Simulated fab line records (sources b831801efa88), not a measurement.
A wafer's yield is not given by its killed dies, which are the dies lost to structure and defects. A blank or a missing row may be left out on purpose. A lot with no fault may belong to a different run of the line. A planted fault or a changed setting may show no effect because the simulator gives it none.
fab line records	flow gf180mcu
record lots=24	wafers=72	lastDay=34
route steps=602 shown STI@23 M2@377 V2@384 V4@497 V5@558
lots that met no fault: from a run of the same line without faults
startH: the number of hours between the record's first day and the start of the first shown wafer of the lot	waitH: hours since the lot's step before	" the same as in the row above	L1.1+2: a row that stands for several wafers	- no value, or no start given	* or withheld: withheld	< > ~ a bound
route shown NAME@n: NAME is a module with steps in the file, n the number in the route of the first one	usual: the fault-free wafers' mean and standard deviation	same: alike in all rows	chamber/n: place in a boat	sites: readings site by site	_std_site: how widely they spread, as a standard deviation	_edge_site: mean of outer sites minus mean of inner sites	radiusMm: how far each site lies from the wafer's centre	mask NAME#n: copy n	behind: the most recent tool/chamber to have shaped the wafer	hold: reason for holding the lot/hours on hold/outcome of the hold	device: whichever transistor did not switch (one of n, p or np)	end of line: the tests these same wafers got at the end of their route	for a step that has no rows: nothing shown but its recipe	killed: dies that structure and defects cost at the first sort, which is not the same as the wafer's yield	map: a wafer's dies, x killed, . not, _ none there
set.NAME: the setting the step ran with; set.NAME@STEP: the setting that earlier step ran with	model.NAME: the simulator's own value behind a step, which no gauge read
the route's steps for a sample of lots (tables are steps, rows are wafers)
services: from which hour (startH, from the record's first day; less than 0 if before it) a tool's chamber was out of use, for how many hours, and why
## steps
# step GF_STI_THK_MEAS_22
# recipe reads=SiO2_of_STI_OXIDATION_21
# usual STI_OXIDATION_01_THK=14.90/0.27
lot.wafer	tool	chamber	startH	waitH	STI_OXIDATION_01_THK[nm]
L074.2	filmMetro-04	-	28.66	0.0	15.27
L074.3	"	-	"	"	14.98
L074.4	"	-	"	"	15.16
L075.2	filmMetro-04	-	37.08	0.0	15.05
L075.5	"	-	"	"	15.31
L075.6	"	-	"	"	15.10
L076.1	filmMetro-01	-	40.84	0.0	14.95
L076.3	"	-	"	"	15.02
L076.6	"	-	"	"	15.07
L077.2	filmMetro-01	-	46.90	0.0	14.73
L077.3	"	-	"	"	14.66
L077.6	"	-	"	"	14.82
L078.1	filmMetro-01	-	52.26	0.0	14.71
L078.2	"	-	"	"	14.65
L078.3	"	-	"	"	14.80
L079.3	filmMetro-01	-	54.70	0.0	14.61
L079.4	"	-	"	"	14.40
L079.5	"	-	"	"	14.40
L080.1	filmMetro-04	-	63.41	0.0	14.66
L080.2	"	-	"	"	14.52
L080.6	"	-	"	"	14.59
L081.1	filmMetro-04	-	68.46	0.0	14.63
L081.3	"	-	"	"	14.67
L081.6	"	-	"	"	14.89
L082.1	filmMetro-02	-	69.59	0.0	14.65
L082.2	"	-	"	"	14.74
L082.3	"	-	"	"	14.56
L083.1	filmMetro-04	-	75.53	0.0	14.49
L083.3	"	-	"	"	14.54
L083.5	"	-	"	"	14.50
L084.1	filmMetro-04	-	79.27	0.0	15.29
L084.2	"	-	"	"	15.27
L084.3	"	-	"	"	15.41
L085.4	filmMetro-04	-	86.95	0.0	14.68
L085.5	"	-	"	"	14.70
L085.6	"	-	"	"	14.59
L086.1	filmMetro-04	-	88.65	0.0	15.20
L086.4	"	-	"	"	15.22
L086.5	"	-	"	"	15.13
L087.4	filmMetro-04	-	94.76	0.0	14.67
L087.5	"	-	"	"	14.85
L087.6	"	-	"	"	14.71
L088.1	filmMetro-02	-	98.96	0.0	14.78
L088.2	"	-	"	"	14.93
L088.5	"	-	"	"	14.98
L089.1	filmMetro-04	-	104.98	0.0	14.85
L089.5	"	-	"	"	14.91
L089.6	"	-	"	"	14.92
L090.2	filmMetro-02	-	110.85	0.0	14.58
L090.3	"	-	"	"	14.73
L090.4	"	-	"	"	14.65
L091.2	filmMetro-01	-	115.84	0.0	15.11
L091.3	"	-	"	"	15.34
L091.6	"	-	"	"	14.90
L092.1	filmMetro-02	-	119.62	0.0	15.11
L092.3	"	-	"	"	15.16
L092.4	"	-	"	"	14.96
L093.1	filmMetro-02	-	125.37	0.0	14.88
L093.3	"	-	"	"	14.95
L093.6	"	-	"	"	14.94
L094.1	filmMetro-04	-	130.77	0.0	14.75
L094.3	"	-	"	"	15.04
L094.6	"	-	"	"	14.67
L095.3	filmMetro-04	-	135.64	0.0	14.86
L095.4	"	-	"	"	14.88
L095.6	"	-	"	"	14.85
L096.2	filmMetro-04	-	140.73	0.0	15.03
L096.4	"	-	"	"	14.95
L096.6	"	-	"	"	15.29
L097.3	filmMetro-04	-	145.89	0.0	15.36
L097.5	"	-	"	"	15.48
L097.6	"	-	"	"	15.23
# step GF_M2_OVL_MEAS_15
# usual M2_OVL=-1/5.3
lot.wafer	tool	chamber	startH	waitH	M2_OVL[nm]
L074.2	overlay-02	-	443.74	0.1	-1
L074.3	"	-	"	"	1
L074.4	"	-	"	"	-4
L075.2	overlay-02	-	460.59	0.1	4
L075.5	"	-	"	"	-2
L075.6	"	-	"	"	16
L076.1	overlay-02	-	463.03	0.1	-2
L076.3	"	-	"	"	-1
L076.6	"	-	"	"	-6
L077.2	overlay-01	-	468.56	0.1	5
L077.3	"	-	"	"	-6
L077.6	"	-	"	"	0
L078.1	overlay-01	-	479.33	0.1	-4
L078.2	"	-	"	"	10
L078.3	"	-	"	"	-2
L079.3	overlay-02	-	487.37	0.1	-2
L079.4	"	-	"	"	-5
L079.5	"	-	"	"	-11
L080.1	overlay-01	-	503.78	0.1	0
L080.2	"	-	"	"	0
L080.6	"	-	"	"	-2
L081.1	overlay-02	-	515.66	0.1	-13
L081.3	"	-	"	"	-12
L081.6	"	-	"	"	-6
L082.1	overlay-01	-	517.66	0.1	-1
L082.2	"	-	"	"	-2
L082.3	"	-	"	"	0
L084.1	overlay-01	-	526.16	0.1	6
L084.2	"	-	"	"	-6
L084.3	"	-	"	"	1
L083.1	overlay-01	-	526.51	0.1	0
L083.3	"	-	"	"	-1
L083.5	"	-	"	"	-4
L085.4	overlay-02	-	539.95	0.1	5
L085.5	"	-	"	"	-5
L085.6	"	-	"	"	5
L086.1	overlay-02	-	544.51	0.1	-2
L086.4	"	-	"	"	-2
L086.5	"	-	"	"	1
L087.4	overlay-02	-	555.95	0.1	4
L087.5	"	-	"	"	-2
L087.6	"	-	"	"	0
L088.1	overlay-02	-	561.08	0.1	11
L088.2	"	-	"	"	3
L088.5	"	-	"	"	8
L089.1	overlay-01	-	566.61	0.1	-4
L089.5	"	-	"	"	-1
L089.6	"	-	"	"	1
L090.2	overlay-02	-	577.16	0.1	3
L090.3	"	-	"	"	-11
L090.4	"	-	"	"	-4
L091.2	overlay-02	-	585.86	0.1	-5
L091.3	"	-	"	"	-1
L091.6	"	-	"	"	5
L092.1	overlay-02	-	594.34	0.1	4
L092.3	"	-	"	"	3
L092.4	"	-	"	"	7
L093.1	overlay-02	-	601.71	0.1	-5
L093.3	"	-	"	"	-9
L093.6	"	-	"	"	7
L094.1	overlay-02	-	603.71	0.1	-4
L094.3	"	-	"	"	-2
L094.6	"	-	"	"	1
L095.3	overlay-01	-	611.27	0.1	-3
L095.4	"	-	"	"	-2
L095.6	"	-	"	"	-8
L096.2	overlay-02	-	616.54	0.1	-3
L096.4	"	-	"	"	0
L096.6	"	-	"	"	0
L097.3	overlay-01	-	622.79	0.1	4
L097.5	"	-	"	"	6
L097.6	"	-	"	"	3
# step GF_V2_CVD_02
# recipe material=SiO2	targetThkNm=850	precursor=TEOS	tempC=400	timeS=94.851	rfW=600
# usual heaterPowerW=660/61
# same timeS=94.851
lot.wafer	tool	chamber	startH	waitH	heaterPowerW	sinceWetCleanH
L074.2	pecvd-03	2	444.58	0.0	586	686
L074.3	"	1	"	"	673	686
L074.4	"	0	"	"	738	-
L075.2	pecvd-04	2	461.54	0.0	713	79
L075.5	"	1	"	"	551	-
L075.6	"	2	"	"	584	-
L076.1	pecvd-01	1	463.85	0.1	653	497
L076.3	"	0	"	"	611	497
L076.6	"	0	"	"	651	-
L077.2	pecvd-03	0	469.52	0.0	733	711
L077.3	"	1	"	"	659	711
L077.6	"	2	"	"	661	-
L078.1	pecvd-01	2	480.22	0.1	667	514
L078.2	"	1	"	"	715	514
L078.3	"	0	"	"	652	514
L079.3	pecvd-01	0	488.24	0.0	707	522
L079.4	"	1	"	"	650	-
L079.5	"	2	"	"	785	-
L080.1	pecvd-03	1	504.66	0.1	649	747
L080.2	"	2	"	"	687	747
L080.6	"	0	"	"	764	-
L081.1	pecvd-04	1	516.51	0.1	671	134
L081.3	"	0	"	"	587	134
L081.6	"	2	"	"	580	-
L082.1	pecvd-04	2	518.57	0.1	715	136
L082.2	"	0	"	"	598	136
L082.3	"	1	"	"	583	136
L084.1	pecvd-04	2	527.01	0.1	731	144
L084.2	"	1	"	"	639	144
L084.3	"	0	"	"	678	144
L083.1	pecvd-03	0	527.44	0.1	764	769
L083.3	"	2	"	"	702	769
L083.5	"	2	"	"	721	-
L085.4	pecvd-01	1	540.78	0.1	705	-
L085.5	"	2	"	"	601	-
L085.6	"	0	"	"	654	-
L086.1	pecvd-04	2	545.72	0.1	698	163
L086.4	"	0	"	"	675	-
L086.5	"	2	"	"	724	-
L087.4	pecvd-01	2	557.12	0.1	703	-
L087.5	"	1	"	"	686	-
L087.6	"	0	"	"	650	-
L088.1	pecvd-01	0	562.24	0.1	589	596
L088.2	"	2	"	"	726	596
L088.5	"	2	"	"	756	-
L089.1	pecvd-03	2	567.48	0.1	610	809
L089.5	"	2	"	"	652	-
L089.6	"	0	"	"	741	-
L090.2	pecvd-03	2	577.97	0.0	610	820
L090.3	"	1	"	"	618	820
L090.4	"	1	"	"	654	-
L091.2	pecvd-03	2	586.70	0.0	683	829
L091.3	"	1	"	"	645	829
L091.6	"	2	"	"	706	-
L092.1	pecvd-01	2	595.18	0.1	732	629
L092.3	"	1	"	"	663	629
L092.4	"	2	"	"	792	-
L093.1	pecvd-04	0	602.55	0.1	723	220
L093.3	"	2	"	"	687	220
L093.6	"	2	"	"	717	-
L094.1	pecvd-01	2	604.55	0.1	751	638
L094.3	"	1	"	"	669	638
L094.6	"	1	"	"	683	-
L095.3	pecvd-01	1	612.14	0.0	626	646
L095.4	"	2	"	"	615	-
L095.6	"	0	"	"	661	-
L096.2	pecvd-01	1	617.41	0.0	655	651
L096.4	"	0	"	"	706	-
L096.6	"	1	"	"	700	-
L097.3	pecvd-01	0	623.63	0.0	707	657
L097.5	"	0	"	"	551	-
L097.6	"	1	"	"	560	-
# step GF_V4_SPUTTER_21
# recipe material=Ti	targetThkNm=15	chamberPressurePa=5	powerW=2500	substrateTempC=200	timeS=80.02
# usual cathodeDcPowerW=2500.1/0.45	throttleValvePct=30.2/1.2
# same timeS=80.02
lot.wafer	tool	chamber	startH	waitH	cathodeDcPowerW	throttleValvePct
L074.2	pvdSputter-01	-	571.13	0.0	2500.3	29.2
L074.3	"	-	"	"	2500.4	31.9
L074.4	"	-	"	"	2500.2	28.0
L075.2	pvdSputter-01	-	583.33	0.0	2500.9	31.9
L075.5	"	-	"	"	2500.9	29.1
L075.6	"	-	"	"	2500.2	31.8
L076.1	pvdSputter-02	-	586.13	0.0	2499.5	31.9
L076.3	"	-	"	"	2499.7	30.0
L076.6	"	-	"	"	2500.2	31.9
L077.2	pvdSputter-04	-	591.34	0.0	2501.0	29.2
L077.3	"	-	"	"	2499.1	31.0
L077.6	"	-	"	"	2500.0	30.2
L078.1	pvdSputter-04	-	601.18	0.0	2500.7	30.1
L078.2	"	-	"	"	2500.0	29.2
L078.3	"	-	"	"	2500.0	30.3
L079.3	pvdSputter-02	-	607.36	0.0	2500.2	30.3
L079.4	"	-	"	"	2500.1	30.7
L079.5	"	-	"	"	2500.4	31.9
L080.1	pvdSputter-01	-	622.24	0.0	2499.7	29.7
L080.2	"	-	"	"	2499.7	29.2
L080.6	"	-	"	"	2500.3	31.9
L081.1	pvdSputter-01	-	631.55	0.0	2500.1	29.3
L081.3	"	-	"	"	2499.9	29.2
L081.6	"	-	"	"	2500.3	28.1
L082.1	pvdSputter-02	-	633.18	0.0	2500.3	30.8
L082.2	"	-	"	"	2500.0	30.8
L082.3	"	-	"	"	2500.0	31.8
L084.1	pvdSputter-02	-	641.28	0.0	2500.2	30.8
L084.2	"	-	"	"	2500.5	30.3
L084.3	"	-	"	"	2499.6	32.1
L083.1	pvdSputter-01	-	642.04	0.0	2500.2	29.0
L083.3	"	-	"	"	2499.5	31.7
L083.5	"	-	"	"	2499.1	32.0
L085.4	pvdSputter-02	-	652.73	0.0	2499.2	31.1
L085.5	"	-	"	"	2499.5	32.0
L085.6	"	-	"	"	2500.2	31.0
L086.1	pvdSputter-04	-	657.23	0.0	2500.0	30.9
L086.4	"	-	"	"	2500.0	29.2
L086.5	"	-	"	"	2500.3	30.0
L087.4	pvdSputter-04	-	667.06	0.0	2500.0	29.5
L087.5	"	-	"	"	2499.5	30.5
L087.6	"	-	"	"	2500.8	30.0
L088.1	pvdSputter-01	-	672.04	0.0	2500.1	29.3
L088.2	"	-	"	"	2499.2	29.5
L088.5	"	-	"	"	2500.5	29.4
L089.1	pvdSputter-04	-	676.61	0.0	2499.8	30.8
L089.5	"	-	"	"	2500.2	30.4
L089.6	"	-	"	"	2500.8	29.4
L090.2	pvdSputter-01	-	687.10	0.0	2500.4	29.4
L090.3	"	-	"	"	2499.1	29.5
L090.4	"	-	"	"	2500.0	28.3
L091.2	pvdSputter-01	-	693.43	0.0	2499.5	28.2
L091.3	"	-	"	"	2499.3	29.3
L091.6	"	-	"	"	2500.3	28.0
L092.1	pvdSputter-01	-	702.00	0.0	2500.4	31.7
L092.3	"	-	"	"	2500.0	29.5
L092.4	"	-	"	"	2499.9	29.6
L093.1	pvdSputter-04	-	707.36	0.0	2499.8	31.1
L093.3	"	-	"	"	2500.6	30.0
L093.6	"	-	"	"	2499.5	30.9
L094.1	pvdSputter-02	-	710.21	0.0	2500.5	30.4
L094.3	"	-	"	"	2500.1	31.0
L094.6	"	-	"	"	2500.6	30.6
L095.3	pvdSputter-02	-	715.33	0.0	2500.9	30.8
L095.4	"	-	"	"	2499.9	30.9
L095.6	"	-	"	"	2500.1	30.2
L096.2	pvdSputter-01	-	720.93	0.0	2500.2	28.0
L096.4	"	-	"	"	2500.7	31.6
L096.6	"	-	"	"	2500.2	29.1
L097.3	pvdSputter-01	-	726.93	0.0	2499.5	28.2
L097.5	"	-	"	"	2500.0	29.1
L097.6	"	-	"	"	2501.1	31.6
# step GF_V4_CVD_23
# recipe material=W	targetThkNm=350	timeS=104.9	tempC=400	pressureTorr=40
# usual chamberPressureTorr=40.02/0.081	heaterPowerW=887/47
# same timeS=104.9
lot.wafer	tool	chamber	startH	waitH	chamberPressureTorr	heaterPowerW	sinceWetCleanH
L074.2	cvdW-02	1	571.23	0.0	40.01	933	167
L074.3	"	1	"	"	39.95	938	-
L074.4	"	0	"	"	39.89	890	-
L075.2	cvdW-02	1	583.43	0.0	39.94	936	179
L075.5	"	0	"	"	40.01	848	-
L075.6	"	1	"	"	40.06	913	-
L076.1	cvdW-02	1	586.23	0.0	40.16	939	182
L076.3	"	0	"	"	40.07	858	-
L076.6	"	0	"	"	40.05	869	-
L077.2	cvdW-01	0	591.44	0.0	39.94	836	687
L077.3	"	0	"	"	40.04	878	-
L077.6	"	1	"	"	40.15	810	-
L078.1	cvdW-01	1	601.28	0.0	39.87	798	697
L078.2	"	0	"	"	39.92	876	697
L078.3	"	1	"	"	39.96	795	-
L079.3	cvdW-02	0	607.50	0.1	39.78	867	-
L079.4	"	1	"	"	40.09	903	-
L079.5	"	1	"	"	39.92	946	-
L080.1	cvdW-02	1	622.34	0.0	40.00	936	218
L080.2	"	0	"	"	40.01	892	218
L080.6	"	1	"	"	40.02	914	-
L081.1	cvdW-01	0	631.65	0.0	40.13	877	728
L081.3	"	0	"	"	39.86	877	-
L081.6	"	0	"	"	39.86	878	-
L082.1	cvdW-02	1	633.28	0.0	39.90	939	229
L082.2	"	0	"	"	40.07	859	229
L082.3	"	0	"	"	40.05	883	-
L084.1	cvdW-01	0	641.38	0.0	39.96	878	737
L084.2	"	1	"	"	40.07	790	737
L084.3	"	0	"	"	39.98	862	-
L083.1	cvdW-02	1	642.14	0.0	39.90	936	238
L083.3	"	1	"	"	40.12	938	-
L083.5	"	1	"	"	40.02	952	-
L085.4	cvdW-02	1	652.87	0.1	40.03	930	-
L085.5	"	1	"	"	39.96	936	-
L085.6	"	0	"	"	40.05	900	-
L086.1	cvdW-02	0	657.33	0.0	40.22	860	253
L086.4	"	0	"	"	40.09	889	-
L086.5	"	0	"	"	40.00	861	-
L087.4	cvdW-02	0	667.20	0.1	39.93	852	-
L087.5	"	0	"	"	40.08	885	-
L087.6	"	1	"	"	40.02	943	-
L088.1	cvdW-02	1	672.14	0.0	39.97	928	268
L088.2	"	0	"	"	40.05	863	268
L088.5	"	1	"	"	39.95	914	-
L089.1	cvdW-01	1	676.71	0.0	40.07	812	773
L089.5	"	1	"	"	40.14	781	-
L089.6	"	0	"	"	39.99	888	-
L090.2	cvdW-02	1	687.20	0.0	40.02	938	283
L090.3	"	0	"	"	40.02	876	-
L090.4	"	1	"	"	40.06	965	-
L091.2	cvdW-02	0	693.53	0.0	39.92	863	290
L091.3	"	1	"	"	40.07	923	-
L091.6	"	1	"	"	40.05	932	-
L092.1	cvdW-02	0	702.10	0.0	39.88	877	298
L092.3	"	0	"	"	40.06	872	-
L092.4	"	1	"	"	40.12	937	-
L093.1	cvdW-01	0	707.46	0.0	39.97	868	803
L093.3	"	1	"	"	40.06	798	-
L093.6	"	1	"	"	40.10	811	-
L094.1	cvdW-02	1	710.31	0.0	40.03	929	306
L094.3	"	1	"	"	40.16	922	-
L094.6	"	1	"	"	40.09	957	-
L095.3	cvdW-02	0	715.46	0.1	40.02	887	-
L095.4	"	1	"	"	40.05	927	-
L095.6	"	1	"	"	39.99	962	-
L096.2	cvdW-02	1	721.03	0.0	39.96	950	317
L096.4	"	0	"	"	39.97	875	-
L096.6	"	0	"	"	40.20	872	-
L097.3	cvdW-02	0	727.06	0.1	39.97	880	-
L097.5	"	0	"	"	40.07	867	-
L097.6	"	1	"	"	40.09	961	-
# step GF_V5_STRIP_18
# recipe chemistry=O2/N2	powerW=1400	pressureMtorr=1500	platenTempC=250	o2FlowSccm=3000	n2FlowSccm=300	overashFraction=0.5
# usual drypumpMotorCurrentA=5.4/0.45	heaterPowerW=316/29	n2FlowSccm=300.1/0.76	oesProductAu=0.569/0.0046	platenTempC=250.00/0.16
lot.wafer	tool	chamber	startH	waitH	drypumpMotorCurrentA	heaterPowerW	n2FlowSccm	oesProductAu	platenTempC	rfHoursCounterH
L074.2	plasmaAsher-01	1	637.05	-	5.1	301	300.8	0.566	250.03	53
L074.3	"	1	"	"	5.1	300	300.5	0.578	250.11	-
L074.4	"	0	"	"	5.8	299	300.1	0.578	249.82	-
L075.2	plasmaAsher-01	1	647.22	-	5.1	305	300.0	0.578	249.89	54
L075.5	"	1	"	"	5.1	297	300.0	0.570	250.01	-
L075.6	"	0	"	"	5.8	301	299.1	0.572	249.77	-
L076.1	plasmaAsher-01	0	650.62	-	5.8	302	299.3	0.571	250.09	54
L076.3	"	0	"	"	5.8	304	301.9	0.581	249.82	-
L076.6	"	1	"	"	5.0	302	301.2	0.565	249.96	-
L077.2	plasmaAsher-02	0	654.57	-	4.8	314	300.3	0.567	250.18	88
L077.3	"	1	"	"	5.9	308	299.5	0.571	250.04	-
L077.6	"	1	"	"	5.9	299	300.4	0.574	250.06	-
L078.1	plasmaAsher-01	0	663.77	-	5.8	313	299.1	0.570	249.78	56
L078.2	"	1	"	"	5.1	302	299.9	0.567	249.94	56
L078.3	"	0	"	"	5.8	306	299.0	0.569	249.92	-
L079.3	plasmaAsher-02	1	671.20	-	5.8	306	300.2	0.565	249.77	-
L079.4	"	0	"	"	4.9	316	300.3	0.567	250.03	-
L079.5	"	1	"	"	5.8	304	300.6	0.568	249.81	-
L080.1	plasmaAsher-03	0	683.87	-	5.1	402	300.7	0.566	250.10	108
L080.2	"	1	"	"	6.0	302	301.6	0.573	249.96	108
L080.6	"	0	"	"	5.2	400	299.6	0.566	250.17	-
L081.1	plasmaAsher-01	1	692.47	-	5.1	294	299.9	0.569	250.12	59
L081.3	"	1	"	"	5.1	292	299.4	0.569	249.93	-
L081.6	"	0	"	"	5.8	309	299.2	0.566	250.16	-
L082.1	plasmaAsher-03	1	694.89	-	6.0	312	301.5	0.568	250.07	110
L082.2	"	0	"	"	5.1	410	301.2	0.566	249.95	110
L082.3	"	0	"	"	5.2	414	300.3	0.570	249.98	-
L084.1	plasmaAsher-02	0	702.97	-	4.8	317	299.3	0.566	250.30	94
L084.2	"	1	"	"	5.8	303	300.0	0.567	249.96	94
L084.3	"	0	"	"	4.8	319	298.6	0.573	250.24	-
L083.1	plasmaAsher-01	0	704.12	-	5.8	311	300.4	0.570	249.95	60
L083.3	"	1	"	"	5.1	298	301.8	0.569	249.92	-
L083.5	"	0	"	"	5.8	298	299.2	0.569	250.32	-
L085.4	plasmaAsher-02	0	712.60	-	4.8	321	299.1	0.571	249.76	-
L085.5	"	1	"	"	5.9	296	300.5	0.573	250.06	-
L085.6	"	0	"	"	4.9	315	299.4	0.576	250.11	-
L086.1	plasmaAsher-03	1	717.84	-	6.0	303	299.6	0.563	249.98	112
L086.4	"	1	"	"	6.0	308	300.6	0.566	249.89	-
L086.5	"	0	"	"	5.2	402	300.8	0.576	249.88	-
L087.4	plasmaAsher-01	0	726.40	-	5.8	308	300.2	0.573	250.11	-
L087.5	"	1	"	"	5.1	297	299.4	0.574	250.30	-
L087.6	"	0	"	"	5.8	307	300.5	0.572	250.25	-
L088.1	plasmaAsher-01	0	730.59	-	5.8	310	299.7	0.570	249.95	62
L088.2	"	1	"	"	5.1	297	299.9	0.563	250.10	62
L088.5	"	1	"	"	5.1	302	299.6	0.575	250.20	-
L089.1	plasmaAsher-02	0	734.84	-	4.8	326	299.9	0.570	249.81	97
L089.5	"	1	"	"	5.8	306	300.5	0.578	249.86	-
L089.6	"	0	"	"	4.9	331	300.3	0.571	250.09	-
L090.2	plasmaAsher-02	0	744.22	-	4.9	330	300.5	0.573	249.94	99
L090.3	"	0	"	"	4.8	322	300.5	0.563	249.81	-
L090.4	"	1	"	"	5.8	301	298.7	0.576	250.09	-
L091.2	plasmaAsher-03	0	749.67	-	5.1	368	301.4	0.564	250.20	1
L091.3	"	1	"	"	6.0	282	299.7	0.565	250.05	-
L091.6	"	1	"	"	6.0	286	299.7	0.568	249.81	-
L092.1	plasmaAsher-02	0	756.79	-	4.8	327	300.2	0.561	250.03	100
L092.3	"	1	"	"	5.8	309	299.5	0.570	249.95	-
L092.4	"	0	"	"	4.8	319	301.4	0.567	249.95	-
L093.1	plasmaAsher-03	1	762.07	-	6.0	291	300.5	0.567	250.12	2
L093.3	"	0	"	"	5.2	368	298.8	0.573	250.05	-
L093.6	"	1	"	"	5.9	284	298.6	0.571	250.08	-
L094.1	plasmaAsher-03	0	765.32	-	5.2	368	299.6	0.570	250.04	2
L094.3	"	0	"	"	5.2	367	299.8	0.573	249.88	-
L094.6	"	0	"	"	5.2	371	299.3	0.570	249.89	-
L095.3	plasmaAsher-02	0	769.65	-	4.9	312	299.3	0.577	250.12	-
L095.4	"	1	"	"	5.8	306	300.6	0.571	249.83	-
L095.6	"	1	"	"	5.8	309	299.7	0.573	249.83	-
L096.2	plasmaAsher-02	0	774.22	-	4.8	322	300.3	0.567	250.02	102
L096.4	"	0	"	"	4.8	325	300.7	0.564	249.84	-
L096.6	"	0	"	"	4.8	325	300.0	0.576	249.97	-
L097.3	plasmaAsher-02	1	778.78	-	5.8	301	299.9	0.576	250.03	-
L097.5	"	0	"	"	4.8	320	299.2	0.563	249.64	-
L097.6	"	1	"	"	5.8	308	301.0	0.563	250.02	-
## services
tool	chamber	startH	hours	kind
cvdW-01	-	424.82	6.9	pm
plasmaAsher-03	-	432.87	0.5	repair
pvdSputter-01	-	439.97	5.4	repair
pvdSputter-02	-	440.63	1.4	repair
pecvd-04	0	446.04	11.7	repair
plasmaAsher-01	-	451.30	1.8	repair
pvdSputter-02	-	460.00	1.4	repair
plasmaAsher-01	-	464.65	28.1	pm
pecvd-04	2	474.49	13.2	repair
pecvd-01	-	503.91	1.3	repair
pecvd-03	-	591.12	14.0	pm
pecvd-01	1	604.63	4.7	repair
pvdSputter-02	-	608.21	1.5	repair
pecvd-01	2	630.22	6.9	repair
pecvd-01	0	654.36	6.5	repair
pvdSputter-02	-	662.46	2.6	repair
plasmaAsher-01	-	669.40	1.9	repair
plasmaAsher-02	-	683.26	0.7	repair
pecvd-03	1	725.90	6.5	repair
plasmaAsher-01	-	736.57	0.7	repair
pecvd-03	-	739.72	0.4	repair
pecvd-03	-	745.30	0.9	repair
cvdW-02	0	745.94	12.5	repair
pvdSputter-02	-	750.58	2.0	repair
## key
fault none
